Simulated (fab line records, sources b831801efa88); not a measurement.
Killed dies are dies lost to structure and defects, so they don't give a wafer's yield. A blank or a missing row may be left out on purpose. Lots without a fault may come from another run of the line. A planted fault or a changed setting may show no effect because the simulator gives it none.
Which tool did it? | flow sky130 | 7 lots, 21 wafers sampled, at 1 step of a route of 708

WHAT THE GAUGES READ, wafer by wafer
SKY_LI_CONTACT_RS_MEAS_22: measures by four-point-probe.
lot  | measured     | on            | LI_CONTACT_W_RS (ohm/sq)
L365 | day 29 14:44 | film_metro-01 | 0.284 0.282 0.281
L376 | day 33 06:53 | film_metro-02 | 0.285 0.282 0.283
L378 | day 34 01:47 | film_metro-01 | 0.287 0.279 0.287
L380 | day 34 17:50 | film_metro-04 | 0.278 0.277 0.277
L382 | day 35 09:34 | film_metro-02 | 0.277 0.276 0.280
L385 | day 36 01:31 | film_metro-04 | 0.287 0.289 0.293
L387 | day 36 18:46 | film_metro-02 | 0.292 0.282 0.289

WHICH TOOL RAN EACH LOT (tool, then ch and the chambers of the sampled wafers, then the start)
The record holds no process step before these readings.

THE ANSWER, worked out from the rows above alone
Rule: what is usual is taken from the lots themselves. Put in order of their means at a reading, lots are off if they are a third of the lots or fewer, leave a main group of 4 or more, and stand apart from it by a gap of 3 or more times the standard deviation of the main group's means; of several such gaps the widest counts. A main group whose means are all the same, to the digits that the tables above print for the reading, isn't used. A lot without any number at a reading at which 4 lots or more have one is off too. The other lots that the step has rows for count as sound.
No lot is off at any reading shown: from this, nothing can be told.

WHAT THE SIMULATOR HAD PUT IN
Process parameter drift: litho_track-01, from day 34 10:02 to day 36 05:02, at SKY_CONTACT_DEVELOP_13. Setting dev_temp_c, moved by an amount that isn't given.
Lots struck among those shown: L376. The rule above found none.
